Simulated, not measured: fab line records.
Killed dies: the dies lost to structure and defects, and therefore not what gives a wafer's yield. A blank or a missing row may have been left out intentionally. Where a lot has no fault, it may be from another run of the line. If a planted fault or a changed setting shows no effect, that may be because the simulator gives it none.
The tool behind it: which one? ; flow sky130 ; Sampling: 7 lots, 21 wafers, 3 of 708 route steps

## WHAT EACH GAUGE READ, for each wafer
SKY_SD_N_RS_MEAS_16: measurement is done with a four-point probe.
lot;measured;on;SD_N_RS (ohm/sq)
L356;day 28 19:09;film_metro-01;68.67 68.59 68.58
L362;day 30 14:15;film_metro-01;68.60 68.72 68.57
L364;day 31 10:14;film_metro-03;68.53 68.49 68.61
L368;day 32 16:45;film_metro-03;68.57 68.78 68.62
L371;day 33 13:30;film_metro-04;68.40 68.22 68.42
L375;day 35 03:07;film_metro-04;68.54 68.65 68.73
L377;day 36 01:29;film_metro-04;68.46 68.53 68.52

## TOOL THAT RAN EACH LOT (tool first, then ch and the chambers of the sampled wafers, then the start)
lot;SKY_SD_N_IMPLANT_09;SKY_SD_N_STRIP_11
L356;implanter-01 ch 0, day 28 18:29;plasma_asher-04 ch 0,1, day 28 18:45
L362;implanter-03 ch 0, day 30 13:34;plasma_asher-04 ch 0,1, day 30 13:50
L364;implanter-02 ch 0, day 31 09:33;plasma_asher-03 ch 0,1, day 31 09:51
L368;implanter-03 ch 0, day 32 16:04;plasma_asher-04 ch 0,1, day 32 16:20
L371;implanter-02 ch 0, day 33 12:48;plasma_asher-01 ch 0,1, day 33 13:06
L375;implanter-01 ch 0, day 34 22:38;plasma_asher-04 ch 1, day 35 02:41
L377;implanter-03 ch 0, day 36 00:48;plasma_asher-04 ch 0,1, day 36 01:06
- SKY_SD_N_IMPLANT_09
- SKY_SD_N_STRIP_11: strips in O2/N2.

## THE ANSWER, worked out from the rows above alone
Rule: the lots themselves supply what counts as usual. Put in order of their means at a reading, lots are off if they are a third of the lots or fewer, leave a main group of 4 or more, and stand apart from it by a gap of 3 or more times the standard deviation of the main group's means; of several such gaps the widest counts. A main group whose means are all the same, to the digits that the tables above print for the reading, isn't used. A lot without any number at a reading at which 4 lots or more have one is off too. All remaining lots with rows at the step are treated as sound.
No lot is off on any of the readings shown, so nothing can be concluded from this.

## WHAT WAS PUT IN BY THE SIMULATOR
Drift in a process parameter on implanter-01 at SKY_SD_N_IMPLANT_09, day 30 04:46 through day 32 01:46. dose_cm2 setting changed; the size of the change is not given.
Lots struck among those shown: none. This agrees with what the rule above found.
